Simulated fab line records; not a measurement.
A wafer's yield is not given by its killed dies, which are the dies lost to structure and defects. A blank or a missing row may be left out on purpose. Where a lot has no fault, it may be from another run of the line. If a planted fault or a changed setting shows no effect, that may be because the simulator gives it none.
Which of the tools did it? / flow sky130 / 30 wafers from 10 lots sampled at 7 of the route's 708 steps

WHAT THE GAUGES SHOWED, per wafer
SKY_VIA3_THK_MEAS_01.
lot=L462; measured=day 40 08:41; on=filmMetro-02; VIA3_HDPCVD_THK (nm)=1618 1623 1625
lot=L464; measured=day 40 18:23; on=filmMetro-04; VIA3_HDPCVD_THK (nm)=1602 1634 1633
lot=L466; measured=day 41 03:28; on=filmMetro-02; VIA3_HDPCVD_THK (nm)=1621 1615 1651
lot=L469; measured=day 41 08:15; on=filmMetro-02; VIA3_HDPCVD_THK (nm)=1615 1601 1615
lot=L468; measured=day 41 12:36; on=filmMetro-03; VIA3_HDPCVD_THK (nm)=1615 1600 1613
lot=L472; measured=day 42 07:10; on=filmMetro-02; VIA3_HDPCVD_THK (nm)=1661 1659 1636
lot=L477; measured=day 43 17:44; on=filmMetro-03; VIA3_HDPCVD_THK (nm)=1645 1652 1639
lot=L478; measured=day 44 01:33; on=filmMetro-02; VIA3_HDPCVD_THK (nm)=1611 1636 1639
lot=L479; measured=day 44 03:34; on=filmMetro-03; VIA3_HDPCVD_THK (nm)=1666 1647 1647
lot=L480; measured=day 44 07:04; on=filmMetro-04; VIA3_HDPCVD_THK (nm)=1626 1589 1586

SKY_VIA3_RS_MEAS_22: the measuring method here is four-point-probe.
lot=L462; measured=day 41 11:56; on=filmMetro-02; VIA3_W_RS (ohm/sq)=0.287 0.288 0.287
lot=L464; measured=day 41 20:16; on=filmMetro-04; VIA3_W_RS (ohm/sq)=0.297 0.294 0.297
lot=L466; measured=day 42 05:18; on=filmMetro-02; VIA3_W_RS (ohm/sq)=0.296 0.295 0.294
lot=L469; measured=day 42 09:31; on=filmMetro-03; VIA3_W_RS (ohm/sq)=0.297 0.295 0.292
lot=L468; measured=day 42 13:19; on=filmMetro-03; VIA3_W_RS (ohm/sq)=0.296 0.300 0.298
lot=L472; measured=day 43 07:10; on=filmMetro-04; VIA3_W_RS (ohm/sq)=0.289 0.292 0.291
lot=L477; measured=day 44 18:25; on=filmMetro-03; VIA3_W_RS (ohm/sq)=0.298 0.295 0.194
lot=L478; measured=day 45 01:21; on=filmMetro-02; VIA3_W_RS (ohm/sq)=0.195 0.302 0.195
lot=L479; measured=day 45 03:13; on=filmMetro-03; VIA3_W_RS (ohm/sq)=0.295 0.287 0.293
lot=L480; measured=day 45 07:02; on=filmMetro-03; VIA3_W_RS (ohm/sq)=0.294 0.295 0.298

SKY_VIA3_THK_MEAS_23: measures by xrf.
lot=L462; measured=day 41 12:03; on=filmMetro-02; VIA3_W_THK (nm)=392 389 390
lot=L464; measured=day 41 20:22; on=filmMetro-04; VIA3_W_THK (nm)=381 385 380
lot=L466; measured=day 42 05:24; on=filmMetro-02; VIA3_W_THK (nm)=382 383 383
lot=L469; measured=day 42 09:38; on=filmMetro-03; VIA3_W_THK (nm)=379 384 389
lot=L468; measured=day 42 13:26; on=filmMetro-03; VIA3_W_THK (nm)=384 378 381
lot=L472; measured=day 43 07:17; on=filmMetro-04; VIA3_W_THK (nm)=387 382 388
lot=L477; measured=day 44 18:31; on=filmMetro-03; VIA3_W_THK (nm)=383 392 -
lot=L478; measured=day 45 01:28; on=filmMetro-02; VIA3_W_THK (nm)=569 374 -
lot=L479; measured=day 45 03:20; on=filmMetro-03; VIA3_W_THK (nm)=380 391 384
lot=L480; measured=day 45 07:09; on=filmMetro-03; VIA3_W_THK (nm)=381 380 380

SKY_CAP2M_THK_MEAS_01.
lot=L462; measured=day 41 12:39; on=filmMetro-01; CAP2M_CVD_00_THK (nm)=15.42 15.26 15.27
lot=L464; measured=day 41 20:55; on=filmMetro-03; CAP2M_CVD_00_THK (nm)=15.56 15.71 15.36
lot=L466; measured=day 42 05:57; on=filmMetro-03; CAP2M_CVD_00_THK (nm)=15.40 15.46 15.62
lot=L469; measured=day 42 10:10; on=filmMetro-01; CAP2M_CVD_00_THK (nm)=15.23 15.74 15.52
lot=L468; measured=day 42 13:58; on=filmMetro-03; CAP2M_CVD_00_THK (nm)=15.55 15.74 15.83
lot=L472; measured=day 43 07:50; on=filmMetro-01; CAP2M_CVD_00_THK (nm)=15.17 14.98 15.19
lot=L477; measured=day 44 19:03; on=filmMetro-02; CAP2M_CVD_00_THK (nm)=15.12 15.51 15.31
lot=L478; measured=day 45 02:47; on=filmMetro-03; CAP2M_CVD_00_THK (nm)=15.56 15.37 15.69
lot=L479; measured=day 45 03:53; on=filmMetro-03; CAP2M_CVD_00_THK (nm)=15.18 15.52 15.51
lot=L480; measured=day 45 07:41; on=filmMetro-01; CAP2M_CVD_00_THK (nm)=14.92 15.61 15.49

TOOL THAT RAN EACH LOT (tool first, then ch and the chambers of the sampled wafers, then the start)
lot=L462; SKY_VIA3_CVD_21=cvdW-01 ch 0, day 41 11:41; SKY_VIA3_CMP_24=cmp-01 ch 0,2,3, day 41 12:16; SKY_METAL4_SPUTTER_03=pvdSputter-03, day 41 12:34
lot=L464; SKY_VIA3_CVD_21=cvdW-02 ch 0,1, day 41 20:09; SKY_VIA3_CMP_24=cmp-02 ch 1,2,3, day 41 20:28; SKY_METAL4_SPUTTER_03=pvdSputter-04, day 41 20:48
lot=L466; SKY_VIA3_CVD_21=cvdW-01 ch 0,1, day 42 05:11; SKY_VIA3_CMP_24=cmp-01 ch 0,2,3, day 42 05:32; SKY_METAL4_SPUTTER_03=pvdSputter-02, day 42 05:50
lot=L469; SKY_VIA3_CVD_21=cvdW-02 ch 0,1, day 42 09:23; SKY_VIA3_CMP_24=cmp-02 ch 0,1, day 42 09:41; SKY_METAL4_SPUTTER_03=pvdSputter-02, day 42 10:04
lot=L468; SKY_VIA3_CVD_21=cvdW-02 ch 0,1, day 42 13:11; SKY_VIA3_CMP_24=cmp-02 ch 0,1,3, day 42 13:29; SKY_METAL4_SPUTTER_03=pvdSputter-03, day 42 13:53
lot=L472; SKY_VIA3_CVD_21=cvdW-01 ch 1, day 43 06:57; SKY_VIA3_CMP_24=cmp-01 ch 2,3, day 43 07:20; SKY_METAL4_SPUTTER_03=pvdSputter-04, day 43 07:44
lot=L477; SKY_VIA3_CVD_21=cvdW-02 ch 0,1, day 44 18:16; SKY_VIA3_CMP_24=cmp-02 ch 0,1, day 44 18:34; SKY_METAL4_SPUTTER_03=pvdSputter-03, day 44 18:57
lot=L478; SKY_VIA3_CVD_21=cvdW-02 ch 0,1, day 45 01:13; SKY_VIA3_CMP_24=cmp-02 ch 0,1,3, day 45 02:22; SKY_METAL4_SPUTTER_03=pvdSputter-04, day 45 02:42
lot=L479; SKY_VIA3_CVD_21=cvdW-01 ch 0,1, day 45 03:05; SKY_VIA3_CMP_24=cmp-01 ch 0,3, day 45 03:26; SKY_METAL4_SPUTTER_03=pvdSputter-02, day 45 03:47
lot=L480; SKY_VIA3_CVD_21=cvdW-01 ch 1, day 45 06:55; SKY_VIA3_CMP_24=cmp-01 ch 0,2,3, day 45 07:19; SKY_METAL4_SPUTTER_03=pvdSputter-04, day 45 07:36
- SKY_VIA3_CVD_21: deposits W, target thk 390 nm, time 117.31 s.
- SKY_VIA3_CMP_24: polishes, stops on SiO2, t overpolish 20 s, target thk 0 nm.
- SKY_METAL4_SPUTTER_03: material Ti, target thk 5 nm, time 3.3 s.

WHAT THE TOOLS THEMSELVES READ (means of the sampled wafers that have a number; where no wafer has one, the mark that the record gives instead)
SKY_VIA3_CVD_21.
lot=L462; tool=cvdW-01; heaterPowerW (W)=929; susceptorTempC (C)=399.80
lot=L464; tool=cvdW-02; heaterPowerW (W)=868; susceptorTempC (C)=400.19
lot=L466; tool=cvdW-01; heaterPowerW (W)=894; susceptorTempC (C)=400.08
lot=L469; tool=cvdW-02; heaterPowerW (W)=881; susceptorTempC (C)=400.00
lot=L468; tool=cvdW-02; heaterPowerW (W)=891; susceptorTempC (C)=399.81
lot=L472; tool=cvdW-01; heaterPowerW (W)=883; susceptorTempC (C)=400.13
lot=L477; tool=cvdW-02; heaterPowerW (W)=944; susceptorTempC (C)=399.99
lot=L478; tool=cvdW-02; heaterPowerW (W)=948; susceptorTempC (C)=400.04
lot=L479; tool=cvdW-01; heaterPowerW (W)=897; susceptorTempC (C)=399.69
lot=L480; tool=cvdW-01; heaterPowerW (W)=884; susceptorTempC (C)=399.98

SKY_VIA3_CMP_24.
lot=L462; tool=cmp-01; motorCurrentA (A)=10.5; slurryFilterDpKPa (kPa)=13.51; timeToEndpointS (s)=97
lot=L464; tool=cmp-02; motorCurrentA (A)=11.4; slurryFilterDpKPa (kPa)=13.39; timeToEndpointS (s)=95
lot=L466; tool=cmp-01; motorCurrentA (A)=10.5; slurryFilterDpKPa (kPa)=13.54; timeToEndpointS (s)=91
lot=L469; tool=cmp-02; motorCurrentA (A)=10.1; slurryFilterDpKPa (kPa)=13.40; timeToEndpointS (s)=97
lot=L468; tool=cmp-02; motorCurrentA (A)=10.4; slurryFilterDpKPa (kPa)=13.65; timeToEndpointS (s)=96
lot=L472; tool=cmp-01; motorCurrentA (A)=10.9; slurryFilterDpKPa (kPa)=13.51; timeToEndpointS (s)=98
lot=L477; tool=cmp-02; motorCurrentA (A)=11.7; slurryFilterDpKPa (kPa)=13.53; timeToEndpointS (s)=113
lot=L478; tool=cmp-02; motorCurrentA (A)=10.6; slurryFilterDpKPa (kPa)=13.49; timeToEndpointS (s)=127
lot=L479; tool=cmp-01; motorCurrentA (A)=9.8; slurryFilterDpKPa (kPa)=13.53; timeToEndpointS (s)=98
lot=L480; tool=cmp-01; motorCurrentA (A)=10.4; slurryFilterDpKPa (kPa)=13.58; timeToEndpointS (s)=97

SKY_METAL4_SPUTTER_03.
lot=L462; tool=pvdSputter-03; throttleValvePct (%)=29.8
lot=L464; tool=pvdSputter-04; throttleValvePct (%)=29.6
lot=L466; tool=pvdSputter-02; throttleValvePct (%)=27.2
lot=L469; tool=pvdSputter-02; throttleValvePct (%)=27.8
lot=L468; tool=pvdSputter-03; throttleValvePct (%)=29.8
lot=L472; tool=pvdSputter-04; throttleValvePct (%)=28.1
lot=L477; tool=pvdSputter-03; throttleValvePct (%)=30.2
lot=L478; tool=pvdSputter-04; throttleValvePct (%)=28.5
lot=L479; tool=pvdSputter-02; throttleValvePct (%)=29.2
lot=L480; tool=pvdSputter-04; throttleValvePct (%)=28.8

THE ANSWER, worked out from the rows above alone
Rule: the lots themselves supply what counts as usual. Put in order of their means at a reading, lots are off if they are a third of the lots or fewer, leave a main group of 4 or more, and stand apart from it by a gap of 3 or more times the standard deviation of the main group's means; of several such gaps the widest counts. A main group is skipped when, at the precision printed for the reading in the tables above, its means are all equal. A lot without any number at a reading at which 4 lots or more have one is off too. Any other lot the step has rows for is counted as sound. The gauges are gone through in route order, then the tools' own readings, and for those a lot's mean is taken as printed above. At the first step where some lot is off, the reading lying furthest off is the one used; lots without a number count as furthest.
Off: at SKY_VIA3_RS_MEAS_22 (VIA3_W_RS), L477, L478. The main group has a mean of 0.294 ohm/sq with a standard deviation of 0.0032.
If a tool, at a process step before that reading, ran all the lots that are off and no sound lot after the first of them, it fits. Not tried: the gauges at SKY_VIA3_RS_MEAS_22; whatever is off there is also off at SKY_VIA3_CVD_21, on other tools, and gauge error can't account for it. One fits: cvdW-02 at SKY_VIA3_CVD_21. Its last sound lot is L468 (day 42 13:11), its first lot that is off L477 (day 44 18:16): a fault that began between those two fits.

WHAT HAD BEEN PUT IN BY THE SIMULATOR
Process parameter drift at SKY_VIA3_CVD_21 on cvdW-02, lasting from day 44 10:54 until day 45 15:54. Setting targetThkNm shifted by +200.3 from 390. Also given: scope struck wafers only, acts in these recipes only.
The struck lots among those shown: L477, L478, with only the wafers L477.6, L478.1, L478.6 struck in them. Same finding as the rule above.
